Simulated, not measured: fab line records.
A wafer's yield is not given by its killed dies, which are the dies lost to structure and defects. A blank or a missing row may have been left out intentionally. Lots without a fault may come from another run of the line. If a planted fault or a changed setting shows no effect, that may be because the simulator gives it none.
Chamber matching -- flow gf180mcu -- rie-diel-04 running GF_V4_ETCH_16: 4 sister chambers
The step etches BARC in N2/H2. 16 wafers are shown with their chamber, then 8 later ones without.

WAFERS WITH THEIR CHAMBER
wafer,chamber,drypump-motor-current-A (A),throttle-valve-pct (%),rf-fwd-power-W (W)
L425.1,3,5.7,13.228,497.1
L425.3,2,5.8,13.233,495.8
L425.6,1,5.8,13.218,495.4
L426.2,1,5.7,13.219,496.2
L426.3,0,5.5,13.232,495.0
L426.4,3,5.7,13.220,494.4
L427.2,3,5.8,13.222,492.2
L427.3,1,5.8,13.209,495.5
L427.5,1,5.8,13.209,494.4
L429.3,2,5.8,13.213,495.0
L429.5,3,5.7,13.211,493.0
L429.6,0,5.5,13.219,494.8
L430.3,2,5.8,13.234,495.0
L430.4,0,5.5,13.230,499.1
L430.5,2,5.8,13.220,493.3
L432.2,3,5.7,13.222,493.7

SIGNATURES (averages over the wafers above)
reading,chamber 0,chamber 1,chamber 2,chamber 3,scatter within a chamber
drypump-motor-current-A,5.500,5.775,5.800,5.720,0.0359
throttle-valve-pct,13.22700,13.21375,13.22500,13.22060,0.00738
rf-fwd-power-W,496.300,495.375,494.775,494.080,1.6
Rule: a wafer lies at a distance from a chamber equal to the root of the sum of squares, over the readings, of (its reading less the chamber's mean, divided by the reading's scatter). If the next closest chamber is less than 2 further off than the closest, the wafer can't be placed; otherwise it belongs to the closest. The scatter: the root of (the sum of the squares of (reading less its chamber's mean) over the shown wafers, divided by (wafers less chambers)).

WAFERS WITHOUT THEIR CHAMBER
wafer,drypump-motor-current-A (A),throttle-valve-pct (%),rf-fwd-power-W (W)
L432.3,5.5,13.230,495.7
L432.6,5.8,13.211,496.0
L445.1,5.5,13.234,494.6
L445.3,5.7,13.212,496.9
L445.5,5.5,13.215,495.3
L447.3,5.8,13.228,496.9
L447.4,5.7,13.236,494.3
L447.5,5.7,13.224,494.8

WHICH CHAMBER EACH ONE RAN IN
wafer,from the rows above,in truth
L432.3,0,0
L432.6,can't be placed: 1 or 2 or 3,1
L445.1,0,0
L445.3,can't be placed: 3 or 1 or 2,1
L445.5,0,0
L447.3,can't be placed: 2 or 1 or 3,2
L447.4,can't be placed: 3 or 2 or 1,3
L447.5,can't be placed: 3 or 1 or 2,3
3 of 8 placed correctly. Unplaceable from these rows: 5, with the true chamber sitting among the candidates in 5. Wrongly placed: 0.
